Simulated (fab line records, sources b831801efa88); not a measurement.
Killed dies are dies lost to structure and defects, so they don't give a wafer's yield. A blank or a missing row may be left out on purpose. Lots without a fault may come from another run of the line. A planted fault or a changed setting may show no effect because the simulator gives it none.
A struck lot beside a sound one | flow sky130 | 27 steps out of a route of 708
Sound: wafers L754.2, L754.4, L754.6. Struck: wafers L764.3, L764.6. (L764.4 of the same lot was not struck and is left out.) The cause comes at the end.
At each step with rows: each side's tool, then ch and its chambers, then its first start. Under that, the readings that differ: sound wafers | struck wafers | difference of the means | sigmas: that difference in standard deviations of wafers without a fault.
alike: readings whose means differ by less than 2 such deviations, and words and numbers that are the same on both sides. not compared: withheld readings, readings that some wafer has no value for, bounds like >300 that may hide the same value, and numbers for which the record gives no deviation and whose values overlap.
The two part at a step that has a row with sigmas, a row that says differs or no value, or rows on one side only. Numbers that don't overlap but have no deviation are shown without sigmas and don't part them. A reading that every wafer of one side lacks parts them only if that side has two wafers or more.

first, 10 steps without rows for these wafers: SKY_LOCAL_INTERCONNECT_SOFTBAKE_07 (time 90 s); SKY_LOCAL_INTERCONNECT_EXPOSE_08 (exposes mask LI1M, target cd 170 nm); SKY_LOCAL_INTERCONNECT_PEB_09; SKY_LOCAL_INTERCONNECT_DEVELOP_10 (develop time 60 s); SKY_LOCAL_INTERCONNECT_ETCH_13 (etches BARC in N2/H2, stops on SiO2, time 45.9 s, target depth 60 nm); SKY_LOCAL_INTERCONNECT_METAL_ETCH_14 (etches TiN in Cl2/BCl3, stops on PSG, target depth 110 nm, time 31.4 s); SKY_LOCAL_INTERCONNECT_STRIP_15 (strips in O2/N2); SKY_LOCAL_INTERCONNECT_STRIP_16 (strips in post etch residue remover, time 1200 s); SKY_LOCAL_INTERCONNECT_CLEAN_17 (cleans in IPA, time 180 s); SKY_LOCAL_INTERCONNECT_CLEAN_18 (cleans in O3/DIW).
SKY_CONTACT_CVD_00: deposits Si3N4, target thk 75 nm.
  sound on pecvd-04 ch 0,1,2, day 32 15:02; struck on pecvd-03 ch 0, day 35 18:19
  reading                                   | sound             | struck      | difference | sigmas
  model.Si3N4_of_CONTACT_CVD_00.thk_nm (nm) | 73.57 75.13 75.24 | 107.9 108.4 | +33.5      |
  alike: heater_power_outer_w, heater_power_w
SKY_CONTACT_THK_MEAS_01:
  sound on film_metro-01, day 32 15:05; struck on film_metro-02, day 35 18:23
  reading                 | sound          | struck      | difference | sigmas
  CONTACT_CVD_00_THK (nm) | 73.5 75.1 75.2 | 107.9 108.3 | +33.5      | +38
then, 12 steps without rows for these wafers: SKY_CONTACT_HDPCVD_02 (deposits SiO2, target thk 565 nm, time 94.2 s); SKY_CONTACT_CMP_04 (polishes SiO2); SKY_CONTACT_DEHYDRATE_06 (time 60 s); SKY_CONTACT_HMDS_07 (prime time 60 s); SKY_CONTACT_COAT_08 (resist thk 60 nm); SKY_CONTACT_COAT_09 (resist thk 450 nm); SKY_CONTACT_SOFTBAKE_10 (time 90 s); SKY_CONTACT_EXPOSE_11 (exposes mask CTM1, target cd 170 nm); SKY_CONTACT_PEB_12; SKY_CONTACT_DEVELOP_13 (develop time 60 s); SKY_CONTACT_ETCH_16 (etches BARC in N2/H2, stops on SiO2, time 45.9 s, target depth 60 nm); SKY_CONTACT_ETCH_17 (etches SiO2 in C4F8/O2/Ar, stops on Si3N4, target depth 340 nm).
SKY_CONTACT_ETCH_18: etches Si3N4 in CHF3/O2, stops on TiN, time 39 s, target depth 75 nm.
  sound on rie_diel-04 ch 2,3; struck on rie_diel-02 ch 0,3
  reading                        | sound             | struck      | difference | sigmas
  chamber_pressure_mTorr (mTorr) | 40.10 40.00 40.04 | 39.97 39.98 | -0.07      | -2
  oes_product_au (a.u.)          | 0.839 0.856 0.855 | 0.994 1.005 | +0.149     | +19
  throttle_valve_pct (%)         | 8.793 8.793 8.791 | 8.819 8.840 | +0.037     | +4
  model.etch.depth_nm (nm)       | 73.57 75.13 75.24 | 96.61 98.05 | +22.68     |
  alike: drypump_motor_current_A
  not compared: rf_hours_counter_h
then, 1 step without rows for these wafers: SKY_CONTACT_STRIP_19 (strips in O2/N2).
-- the record jumps here: 14 days lie between the struck wafers' starts before and after (it left off in module CONTACT and takes up again in module PAD_OPEN, whose first step shown is number 708 of the route) --
SKY_PAD_OPEN_PROBE_99:
  sound on prober-02, day 47 11:56; struck on prober-02, day 49 16:49
  reading            | sound    | struck  | difference | sigmas
  killed_at_M4_up    | 0 5 0    | 4 7     | +4         | +2
  killed_at_contacts | 22 31 34 | 434 430 | +403       | +78
  killed_dies        | 78 84 97 | 492 492 | +406       | +41
  killed_on_rim      | 14 14 23 | 96 96   | +79        | +20
  alike: killed_at_M0_to_M3, killed_at_front_end, killed_at_other, killed_open, killed_short

WHERE THEY PART
First at SKY_CONTACT_THK_MEAS_01; last, within this record, at SKY_PAD_OPEN_PROBE_99.

WHY: what the simulator had put in
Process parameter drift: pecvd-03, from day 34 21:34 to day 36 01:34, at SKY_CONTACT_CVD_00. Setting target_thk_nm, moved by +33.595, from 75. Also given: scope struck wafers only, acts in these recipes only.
